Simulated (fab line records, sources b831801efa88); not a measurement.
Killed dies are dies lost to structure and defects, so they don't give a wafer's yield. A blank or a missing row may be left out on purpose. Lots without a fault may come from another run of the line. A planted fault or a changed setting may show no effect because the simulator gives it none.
Which tool did it? | flow gf180mcu | 11 lots, 33 wafers sampled, at 4 steps of a route of 602

WHAT THE GAUGES READ, wafer by wafer
GF_VT_IMPLANT_TW_MEAS_32.
lot  | measured     | on            | VT_IMPLANT_3_TW
L550 | day 7 10:29  | film_metro-04 | 273.4 269.8 271.8
L552 | day 7 22:08  | film_metro-03 | 271.6 272.7 272.5
L553 | day 8 07:10  | film_metro-01 | 267.0 266.8 265.9
L555 | day 8 17:45  | film_metro-03 | 274.6 273.7 275.3
L556 | day 9 02:44  | film_metro-01 | 29.9 30.0 29.9
L557 | day 9 08:43  | film_metro-04 | 30.2 30.3 30.2
L565 | day 11 11:15 | film_metro-01 | 268.1 268.5 269.0
L566 | day 11 14:53 | film_metro-01 | 269.4 268.7 269.5
L568 | day 12 12:02 | film_metro-03 | 271.1 267.3 269.4
L570 | day 12 20:52 | film_metro-01 | 267.9 268.3 268.0
L571 | day 13 04:22 | film_metro-03 | 270.3 272.4 272.4

WHICH TOOL RAN EACH LOT (tool, then ch and the chambers of the sampled wafers, then the start)
lot  | GF_MVSD_STRIP_10                    | GF_VT_IMPLANT_STRIP_20               | GF_VT_IMPLANT_STRIP_31
L550 | plasma_asher-01 ch 1, day 4 22:45   | plasma_asher-03 ch 0,1, day 6 18:49  | plasma_asher-03 ch 0,1, day 7 10:23
L552 | plasma_asher-03 ch 0,1, day 5 09:22 | plasma_asher-02 ch 0,1, day 7 06:02  | plasma_asher-03 ch 0,1, day 7 22:02
L553 | plasma_asher-01 ch 1, day 5 16:45   | plasma_asher-03 ch 0,1, day 7 15:10  | plasma_asher-04 ch 0,1, day 8 07:04
L555 | plasma_asher-04 ch 0,1, day 6 03:04 | plasma_asher-04 ch 0,1, day 8 00:59  | plasma_asher-04 ch 0,1, day 8 17:40
L556 | plasma_asher-04 ch 0,1, day 6 09:34 | plasma_asher-02 ch 0,1, day 8 09:19  | plasma_asher-04 ch 0,1, day 9 02:38
L557 | plasma_asher-03 ch 0, day 6 15:49   | plasma_asher-02 ch 0,1, day 8 15:37  | plasma_asher-04 ch 0,1, day 9 08:37
L565 | plasma_asher-01 ch 0,1, day 8 11:51 | plasma_asher-04 ch 0,1, day 10 17:06 | plasma_asher-02 ch 0,1, day 11 11:09
L566 | plasma_asher-01 ch 0,1, day 8 15:06 | plasma_asher-02 ch 0,1, day 10 19:49 | plasma_asher-03 ch 0,1, day 11 14:47
L568 | plasma_asher-04 ch 0,1, day 9 09:48 | plasma_asher-02 ch 0, day 11 16:34   | plasma_asher-04 ch 0,1, day 12 11:55
L570 | plasma_asher-04 ch 0,1, day 9 17:37 | plasma_asher-04 ch 0,1, day 12 00:52 | plasma_asher-04 ch 0, day 12 20:46
L571 | plasma_asher-01 ch 0,1, day 9 23:52 | plasma_asher-02 ch 0,1, day 12 08:22 | plasma_asher-04 ch 0,1, day 13 04:16
- GF_MVSD_STRIP_10: strips in O2/N2.
- GF_VT_IMPLANT_STRIP_20: strips in O2/N2.
- GF_VT_IMPLANT_STRIP_31: strips in O2/N2.

THE ANSWER, worked out from the rows above alone
Rule: what is usual is taken from the lots themselves. Put in order of their means at a reading, lots are off if they are a third of the lots or fewer, leave a main group of 4 or more, and stand apart from it by a gap of 3 or more times the standard deviation of the main group's means; of several such gaps the widest counts. A main group whose means are all the same, to the digits that the tables above print for the reading, isn't used. A lot without any number at a reading at which 4 lots or more have one is off too. The other lots that the step has rows for count as sound.
Off: L556, L557, at GF_VT_IMPLANT_TW_MEAS_32 (VT_IMPLANT_3_TW). The main group: mean 270.2, standard deviation 2.4.
A tool fits if, at a process step before that reading, it ran every lot that is off, and no sound lot after the first of them. The gauges at GF_VT_IMPLANT_TW_MEAS_32 are tried like those tools. None of those tried fits.

WHAT THE SIMULATOR HAD PUT IN
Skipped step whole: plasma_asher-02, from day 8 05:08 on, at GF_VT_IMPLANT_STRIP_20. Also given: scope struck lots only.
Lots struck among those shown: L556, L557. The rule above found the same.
